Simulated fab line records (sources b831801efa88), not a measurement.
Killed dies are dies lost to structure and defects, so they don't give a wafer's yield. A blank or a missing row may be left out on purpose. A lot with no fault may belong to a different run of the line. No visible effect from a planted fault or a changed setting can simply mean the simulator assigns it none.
A lot that was struck, set against a sound lot | flow sky130 | 15 out of 708 route steps
Sound: these wafers, L718.1, L718.5, L718.6. Wafers struck: L731.1, L731.5, L731.6. At the end, the cause is stated.
Each step with rows lists, per side, the tool, then ch with its chambers, then its first start. Under that, the readings that differ: sound wafers | struck wafers | difference of the means | sigmas: that difference in standard deviations of wafers without a fault.
alike: a reading whose means differ by less than 2 such deviations, as well as words and numbers matching on both sides. not compared: withheld readings; readings where some wafer has no value; bounds like >300 that might hide an equal value; numbers whose values overlap and for which the record gives no deviation.
Wherever a step has rows on one side only, a row that says differs or no value, or a row with sigmas, the two part there. Non-overlapping numbers with no deviation appear without sigmas and do not part them. A reading that every wafer of one side lacks parts them only if that side has two wafers or more.

first, 1 step without rows for these wafers: SKY_LDD_P_IMPLANT_09.
SKY_LDD_P_STRIP_10: strips in O2/N2.
  sound on plasma asher-03 ch 0,1, day 21 02:30; struck on plasma asher-01 ch 0,1, day 25 14:53
  alike: chamber pressure mTorr, drypump motor current A, oes product au, strip time to endpoint s
  not compared: rf hours counter h
SKY_LDD_P_TW_MEAS_11:
  sound on film metro-01 at day 21 02:36; struck on film metro-01 at day 25 14:59
  alike: LDD_P_TW
then, 7 steps without rows for these wafers: SKY_LDD_HVN_DEHYDRATE_00 (time 60 s); SKY_LDD_HVN_HMDS_01 (prime time 60 s); SKY_LDD_HVN_COAT_02 (resist thk 300 nm); SKY_LDD_HVN_SOFTBAKE_03 (time 60 s); SKY_LDD_HVN_EXPOSE_04 (exposes mask HVNTM, target cd 700 nm); SKY_LDD_HVN_PEB_05; SKY_LDD_HVN_DEVELOP_06 (develop time 60 s).
SKY_LDD_HVN_OVL_MEAS_07:
  sound on overlay-02 at day 22 08:53; struck on overlay-02 at day 26 19:26
  alike: LDD_HVN_OVL
following that, these wafers have no rows for 1 step: SKY_LDD_HVN_IMPLANT_08.
SKY_LDD_HVN_STRIP_09: strips in O2/N2.
  sound on plasma asher-02 ch 0,1, day 22 09:04; struck on plasma asher-02 ch 0,1, day 26 19:38
  reading                      | sound             | struck            | difference | sigmas
  strip time to endpoint s (s) | 4.130 4.127 4.128 | 3.872 3.864 3.852 | -0.266     | -20
  alike: chamber pressure mTorr, drypump motor current A, oes product au
  not compared: rf hours counter h
SKY_LDD_HVN_TW_MEAS_10:
  sound on film metro-01 at day 22 09:10; struck on film metro-02 at day 26 19:44
  alike: LDD_HVN_TW
SKY_PAD_OPEN_PROBE_99:
  the record holds rows for the sound wafers here (prober-02, day 47 03:11) but none for the struck ones

== WHERE THEY PART ==
At SKY_LDD_HVN_STRIP_09 first; at SKY_PAD_OPEN_PROBE_99 last (within this record only).

WHY: whatever the simulator had introduced
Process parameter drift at SKY_LDD_HVN_STRIP_09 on plasma asher-02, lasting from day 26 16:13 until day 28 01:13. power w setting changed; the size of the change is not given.
